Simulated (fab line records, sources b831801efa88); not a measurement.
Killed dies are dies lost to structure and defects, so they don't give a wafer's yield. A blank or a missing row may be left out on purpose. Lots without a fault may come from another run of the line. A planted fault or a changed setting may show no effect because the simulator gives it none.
One fault seen from 2 desks | flow sky130 | each desk has only its own numbers; what lay behind them comes last

THE METROLOGY DESK
What the gauges read, lot by lot, whatever tool the lot ran on: means of the sampled wafers that have a number. A lot is out of limits, marked OUT, if its mean lies more than 4 standard deviations from the usual mean; the brackets give that distance.
Columns: A = cd_nm at SKY_METAL4_CD_MEAS_13, usual 299.5 nm; B = METAL5_ALCU_RS at SKY_METAL5_RS_MEAS_05, usual 0.0273 ohm/sq
lot  | first seen here | A     | B
L926 | day 42 07:49    | 298.4 | 0.0276
L927 | day 42 08:29    | 300.0 | 0.0272
L928 | day 42 18:50    | 300.4 | 0.0272
L929 | day 42 21:56    | 297.3 | 0.0271
L936 | day 45 00:42    | 299.2 | 0.0274
L937 | day 45 08:50    | 299.6 | 0.0276
L942 | day 46 12:54    | 298.1 | 0.0269
L945 | day 47 06:55    | 298.6 | 0.0274
L946 | day 47 10:58    | 297.8 | 0.0276
L947 | day 47 14:25    | 299.7 | 0.0272
L948 | day 48 03:52    | 298.6 | 0.0269
L949 | day 48 04:35    | 301.9 | 0.0275
This desk's finding: nothing out of limits on any of the 12 lots.

THE TOOL OWNER'S DESK: rie_metal-02
The tool's own readings at SKY_METAL3_ETCH_16 (etches BARC in N2/H2, stops on SiO2, time 88.2 s, target depth 60 nm): means of the sampled wafers that have a number, for each lot that ran on this tool. A lot is out of limits, marked OUT, if its mean lies more than 4 standard deviations from the usual mean; the brackets give that distance.
Columns: A = drypump_motor_current_A at SKY_METAL3_ETCH_16, usual 5.9 A; B = he_backside_leak_sccm at SKY_METAL3_ETCH_16, usual 3.29 sccm; C = oes_product_au at SKY_METAL3_ETCH_16, usual 0.627 a.u.; D = throttle_valve_pct at SKY_METAL3_ETCH_16, usual 13.205 %
lot  | first seen here | A   | B    | C     | D
L926 | day 39 01:19    | 5.7 | 3.03 | 0.628 | 13.208
L936 | day 42 02:27    | 5.9 | 3.17 | 0.631 | 13.209
L937 | day 42 08:02    | 5.9 | 3.29 | 0.628 | 13.208
This desk's finding: nothing out of limits on any of the 3 lots.

PUT TOGETHER
The metrology desk saw nothing out of limits.
The tool owner's desk saw nothing out of limits.

WHAT THE SIMULATOR HAD PUT IN
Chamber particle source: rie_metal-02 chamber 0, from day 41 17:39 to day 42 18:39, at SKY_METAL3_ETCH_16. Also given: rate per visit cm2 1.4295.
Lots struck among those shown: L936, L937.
